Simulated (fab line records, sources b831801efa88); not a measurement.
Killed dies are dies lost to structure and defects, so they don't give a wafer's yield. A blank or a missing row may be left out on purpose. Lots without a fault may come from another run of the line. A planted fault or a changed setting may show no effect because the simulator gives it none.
Which tool did it? | flow sky130 | 14 lots, 42 wafers sampled, at 4 steps of a route of 708

WHAT THE GAUGES READ, wafer by wafer
SKY_SD_P_OVL_MEAS_08. Usual: SD_P_OVL 0.8 nm, standard deviation 1.7.
lot  | measured     | on         | SD_P_OVL (nm)  | flag
L961 | day 26 02:32 | overlay-01 | 1.6 1.3 1.9    |
L965 | day 27 00:42 | overlay-02 | -0.1 0.4 -1.4  |
L967 | day 28 17:14 | overlay-02 | -0.2 0.7 0.6   |
L968 | day 28 19:42 | overlay-01 | -0.1 0.9 0.4   |
L969 | day 29 05:09 | overlay-02 | 2.8 0.5 0.9    |
L970 | day 29 20:10 | overlay-01 | 2.6 1.9 1.8    |
L973 | day 30 20:19 | overlay-02 | -1.6 -2.3 -1.2 |
L977 | day 31 22:04 | overlay-01 | 0.0 -1.8 -0.4  |
L976 | day 31 22:20 | overlay-02 | - - -          | OFF
L979 | day 32 06:48 | overlay-01 | 0.2 -0.4 -1.5  |
L978 | day 32 09:36 | overlay-01 | - - -          | OFF
L980 | day 32 10:11 | overlay-01 | 3.3 2.6 3.0    |
L981 | day 32 17:28 | overlay-01 | 1.9 0.3 1.8    |
L982 | day 33 05:13 | overlay-02 | 1.4 -1.0 0.9   |

SKY_RES_XHIGH_TW_MEAS_09. Usual: RES_XHIGH_TW 1645, standard deviation 9.1.
lot  | measured     | on            | RES_XHIGH_TW   | flag
L961 | day 27 07:59 | film_metro-01 | 1659 1658 1656 |
L965 | day 28 06:08 | film_metro-01 | 1650 1641 1664 |
L967 | day 29 21:14 | film_metro-04 | 1646 1642 1642 |
L968 | day 29 23:59 | film_metro-02 | 1651 1650 1644 |
L969 | day 30 09:07 | film_metro-04 | 1633 1635 1627 |
L970 | day 31 00:09 | film_metro-04 | 1642 1640 1639 |
L973 | day 32 00:56 | film_metro-04 | 1640 1634 1638 |
L977 | day 33 01:32 | film_metro-01 | 1653 1658 1654 |
L976 | day 33 01:50 | film_metro-02 | 1656 1654 1657 |
L979 | day 33 09:14 | film_metro-04 | 1635 1645 1642 |
L978 | day 33 12:52 | film_metro-02 | 1663 1658 1653 |
L980 | day 33 13:32 | film_metro-02 | 1665 1659 1658 |
L981 | day 33 21:09 | film_metro-04 | 1640 1634 1630 |
L982 | day 34 07:33 | film_metro-04 | 1650 1641 1633 |

WHICH TOOL RAN EACH LOT (tool, then ch and the chambers of the sampled wafers, then the start)
lot  | SKY_POLY_CUT_ETCH_10               | SKY_SD_P_DEVELOP_06
L961 | rie_diel-03 ch 0,3, day 24 22:08   | litho_track-01 ch 0, day 26 02:17
L965 | rie_diel-01 ch 0,1, day 25 19:19   | litho_track-03 ch 0, day 27 00:26
L967 | rie_diel-02 ch 1,2,3, day 27 13:04 | litho_track-01 ch 0, day 28 16:58
L968 | rie_diel-03 ch 0,2,3, day 27 14:52 | litho_track-03 ch 0, day 28 19:26
L969 | rie_diel-03 ch 2,3, day 28 01:02   | litho_track-01 ch 0, day 29 04:56
L970 | rie_diel-02 ch 2,3, day 28 16:37   | litho_track-02 ch 0, day 29 19:55
L973 | rie_diel-01 ch 0,1, day 29 16:55   | litho_track-02 ch 0, day 30 20:04
L977 | rie_diel-03 ch 0,1,3, day 30 18:10 | litho_track-01 ch 0, day 31 21:46
L976 | rie_diel-01 ch 0,3, day 30 18:59   | litho_track-01, day 31 22:04
L979 | rie_diel-02 ch 0,2, day 31 02:50   | litho_track-03 ch 0, day 32 06:32
L978 | rie_diel-03 ch 1,3, day 31 05:23   | litho_track-01, day 32 09:22
L980 | rie_diel-01 ch 0,3, day 31 05:58   | litho_track-01 ch 0, day 32 09:55
L981 | rie_diel-02 ch 0,2, day 31 14:46   | litho_track-03 ch 0, day 32 17:14
L982 | rie_diel-02 ch 0,2,3, day 32 02:25 | litho_track-03 ch 0, day 33 04:58
- SKY_POLY_CUT_ETCH_10: etches BARC in N2/H2, stops on SiO2, time 45.9 s, target depth 60 nm.
- SKY_SD_P_DEVELOP_06: develop time 60 s.

WHAT THE TOOLS THEMSELVES READ (means of the sampled wafers that have a number; where no wafer has one, the mark that the record gives instead)
SKY_POLY_CUT_ETCH_10. Usual: drypump_motor_current_A 5.4 A, standard deviation 0.46; oes_product_au 0.855 a.u., standard deviation 0.0049; throttle_valve_pct 13.224 %, standard deviation 0.0087.
lot  | tool        | drypump_motor_current_A (A) | oes_product_au (a.u.) | throttle_valve_pct (%) | flag
L961 | rie_diel-03 | 5.5                         | 0.851                 | 13.217                 |
L965 | rie_diel-01 | 5.7                         | 0.856                 | 13.217                 |
L967 | rie_diel-02 | 5.6                         | 0.855                 | 13.222                 |
L968 | rie_diel-03 | 5.2                         | 0.862                 | 13.223                 |
L969 | rie_diel-03 | 4.9                         | 0.858                 | 13.223                 |
L970 | rie_diel-02 | 6.1                         | 0.849                 | 13.218                 |
L973 | rie_diel-01 | 5.7                         | 0.853                 | 13.230                 |
L977 | rie_diel-03 | 5.3                         | 0.853                 | 13.226                 |
L976 | rie_diel-01 | 5.7                         | 0.852                 | 13.224                 |
L979 | rie_diel-02 | 6.3                         | 0.854                 | 13.214                 |
L978 | rie_diel-03 | 5.1                         | 0.858                 | 13.219                 |
L980 | rie_diel-01 | 5.7                         | 0.851                 | 13.237                 |
L981 | rie_diel-02 | 6.1                         | 0.859                 | 13.216                 |
L982 | rie_diel-02 | 5.9                         | 0.857                 | 13.230                 |

SKY_SD_P_DEVELOP_06. Usual: chill_plate_temp_C 23.00 C, standard deviation 0.13.
lot  | tool           | chill_plate_temp_C (C) | flag
L961 | litho_track-01 | 23.03                  |
L965 | litho_track-03 | 23.02                  |
L967 | litho_track-01 | 23.11                  |
L968 | litho_track-03 | 22.91                  |
L969 | litho_track-01 | 22.84                  |
L970 | litho_track-02 | 23.10                  |
L973 | litho_track-02 | 22.99                  |
L977 | litho_track-01 | 23.02                  |
L976 | litho_track-01 | -                      | OFF
L979 | litho_track-03 | 23.00                  |
L978 | litho_track-01 | -                      | OFF
L980 | litho_track-01 | 23.05                  |
L981 | litho_track-03 | 22.88                  |
L982 | litho_track-03 | 22.81                  |

THE ANSWER, worked out from the rows above alone
Rule: a lot is off if the mean of its wafers that have a number lies more than 3 standard deviations from the usual mean. A lot without any number at a reading at which 4 lots or more have one is off too. The other lots that the step has rows for count as sound. The gauges are gone through in route order, then the tools' own readings, and for those a lot's mean is taken as printed above. The first step at which some lot is off is used, and at that step the reading that is off furthest; a lot without a number counts as furthest.
Off: L976, L978, at SKY_SD_P_OVL_MEAS_08 (SD_P_OVL). Without a number there: L976, L978.
A tool fits if, at a process step before that reading, it ran every lot that is off, and no sound lot after the first of them. The gauges at SKY_SD_P_OVL_MEAS_08 aren't tried: what is off there is off at SKY_SD_P_DEVELOP_06 too, on other tools, and a gauge's error can't cause that. None of those tried fits.

WHAT THE SIMULATOR HAD PUT IN
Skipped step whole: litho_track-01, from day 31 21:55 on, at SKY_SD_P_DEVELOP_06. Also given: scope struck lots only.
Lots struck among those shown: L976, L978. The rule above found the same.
